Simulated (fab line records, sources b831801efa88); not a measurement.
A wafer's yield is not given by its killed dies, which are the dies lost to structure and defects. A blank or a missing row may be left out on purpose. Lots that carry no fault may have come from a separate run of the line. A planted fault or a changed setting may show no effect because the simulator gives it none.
A struck lot beside a sound one -- flow sky130 -- 22 steps out of a route of 708
Sound: these wafers, L238.4, L238.5, L238.6. Wafers struck: L249.3, L249.4, L249.6. The cause is given at the end.
Per side, at each step with rows, come the tool, then ch with its chambers, and then its first start. Under that, the readings that differ: sound wafers -- struck wafers -- difference of the means -- sigmas: that difference in standard deviations of wafers without a fault.
alike: readings whose means differ by less than 2 such deviations, and words and numbers that are the same on both sides. not compared: withheld readings, readings that some wafer has no value for, bounds like >300 that may hide the same value, and numbers for which the record gives no deviation and whose values overlap.
A row with sigmas, a row that says differs or no value, or rows on one side alone: a step with any of these is where the two part. Numbers that have no deviation but don't overlap get no sigmas and don't part them. A reading that every wafer of one side lacks parts them only if that side has two wafers or more.

first, 4 steps without rows for these wafers: SKY_VT_ADJUST_LVTN_SOFTBAKE_14 (time 60 s); SKY_VT_ADJUST_LVTN_EXPOSE_15 (exposes mask HVN STD DERIVED, target cd 600 nm); SKY_VT_ADJUST_LVTN_PEB_16; SKY_VT_ADJUST_LVTN_DEVELOP_17 (develop time 60 s).
SKY_VT_ADJUST_LVTN_OVL_MEAS_18:
  sound: overlay-01 at day 7 19:16; struck: overlay-02 at day 11 15:39
  alike: VT_ADJUST_LVTN_01_OVL
following that, these wafers have no rows for 1 step: SKY_VT_ADJUST_LVTN_IMPLANT_19.
SKY_VT_ADJUST_LVTN_STRIP_20: strips in O2/N2.
  sound on plasma_asher-02 ch 0,1, day 7 19:28; struck on plasma_asher-02 ch 0,1, day 11 15:52
  alike: drypump_motor_current_A, oes_product_au, strip_time_to_endpoint_s
  not compared: rf_hours_counter_h
SKY_VT_ADJUST_LVTN_TW_MEAS_21:
  sound: film_metro-04 at day 7 19:34; struck: film_metro-01 at day 11 15:57
  alike: VT_ADJUST_LVTN_2_TW
then, 4 steps without rows for these wafers: SKY_VT_ADJUST_NCORE_DEHYDRATE_00 (time 60 s); SKY_VT_ADJUST_NCORE_HMDS_01 (prime time 60 s); SKY_VT_ADJUST_NCORE_COAT_02 (resist thk 1140 nm); SKY_VT_ADJUST_NCORE_SOFTBAKE_03 (time 60 s).
SKY_VT_ADJUST_NCORE_EXPOSE_04: exposes mask LVTN COMPLEMENT THIN, target cd 380 nm.
  sound on iline_stepper-02 ch 0, day 8 05:46; struck on iline_stepper-02 ch 0, day 12 04:01
reading,sound,struck,difference,sigmas
mask,LVTN_COMPLEMENT_THIN#0 LVTN_COMPLEMENT_THIN#0 LVTN_COMPLEMENT_THIN#0,HVN_STD_DERIVED#0 HVN_STD_DERIVED#0 HVN_STD_DERIVED#0,differs,
then, 2 steps without rows for these wafers: SKY_VT_ADJUST_NCORE_PEB_05; SKY_VT_ADJUST_NCORE_DEVELOP_06 (develop time 60 s).
SKY_VT_ADJUST_NCORE_CD_MEAS_07: target cd 380 nm.
  sound: cd_sem-01 at day 8 16:32; struck: cd_sem-02 at day 12 16:10
reading,sound,struck,difference,sigmas
cd_nm (nm),380.4 378.9 383.2,- - -,no value on the struck wafers,
SKY_VT_ADJUST_NCORE_OVL_MEAS_08:
  sound: overlay-01 at day 8 16:37; struck: overlay-01 at day 12 16:16
reading,sound,struck,difference,sigmas
VT_ADJUST_NCORE_OVL (nm),-2.5 -2.1 -2.9,- - -,no value on the struck wafers,
following that, these wafers have no rows for 1 step: SKY_VT_ADJUST_NCORE_IMPLANT_09.
SKY_VT_ADJUST_NCORE_STRIP_10: strips in O2/N2.
  sound on plasma_asher-04 ch 0,1, day 8 16:49; struck on plasma_asher-03 ch 0,1, day 12 16:28
  alike: drypump_motor_current_A, oes_product_au, strip_time_to_endpoint_s
  not compared: rf_hours_counter_h
SKY_VT_ADJUST_NCORE_TW_MEAS_11:
  sound: film_metro-01 at day 8 16:55; struck: film_metro-01 at day 12 16:33
reading,sound,struck,difference,sigmas
VT_ADJUST_NCORE_TW,218.7 220.2 218.3,29.9 29.9 29.9,-189.2,-99 or more
then, 1 step without rows for these wafers: SKY_VT_ADJUST_HVTR_DEHYDRATE_00 (time 60 s).
-- record jumps: 36 days separate the struck wafers' starts on either side; left off in module VT_ADJUST_HVTR, taken up again in module PAD_OPEN, whose first shown step is the route's number 708 --
SKY_PAD_OPEN_PROBE_99:
  sound: prober-01 at day 45 23:17; struck: prober-02 at day 49 02:29
reading,sound,struck,difference,sigmas
killed_at_front_end,19 16 14,435 433 409,+409,+95
killed_dies,83 79 85,492 492 492,+410,+41
killed_on_rim,15 15 14,96 96 96,+81,+20
model.etest.nfet_16v.r_on_ohm_um,1.407e+04 1.409e+04 1.418e+04,1.232e+04 1.216e+04 1.222e+04,-1.880e+03,
model.etest.pfet_16v.r_on_ohm_um,1.496e+04 1.519e+04 1.556e+04,1.716e+04 1.678e+04 1.745e+04,+1.893e+03,
model.etest.pfet_g5v0d10v5.r_on_ohm_um,4720 4794 4763,5840 5972 5890,+1142,
model.etest.tip_p.rs_ohm_sq,6903 7011 7000,7839 7829 7841,+865,
model.etest.pfet_01v8.r_on_ohm_um,2975 3060 2984,3342 3390 3363,+359,
model.etest.tip_p_5v.rs_ohm_sq,2856 2852 2862,3086 3073 3074,+221,
model.etest.pfet_g5v0d10v5.drive_ua_um,345.2 337.6 341.3,255.3 248 254.4,-88.8,
model.etest.sram_nfet_pass.drive_ua_um,492.8 488.3 502.4,578.7 556.1 567.1,+72.8,
  alike: killed_at_M0_to_M3, killed_at_M4_up, killed_at_contacts, killed_at_other, killed_open, killed_short

## WHERE THEY PART
Last at SKY_PAD_OPEN_PROBE_99 as far as this record goes, first at SKY_VT_ADJUST_NCORE_EXPOSE_04.

WHY: whatever the simulator had introduced
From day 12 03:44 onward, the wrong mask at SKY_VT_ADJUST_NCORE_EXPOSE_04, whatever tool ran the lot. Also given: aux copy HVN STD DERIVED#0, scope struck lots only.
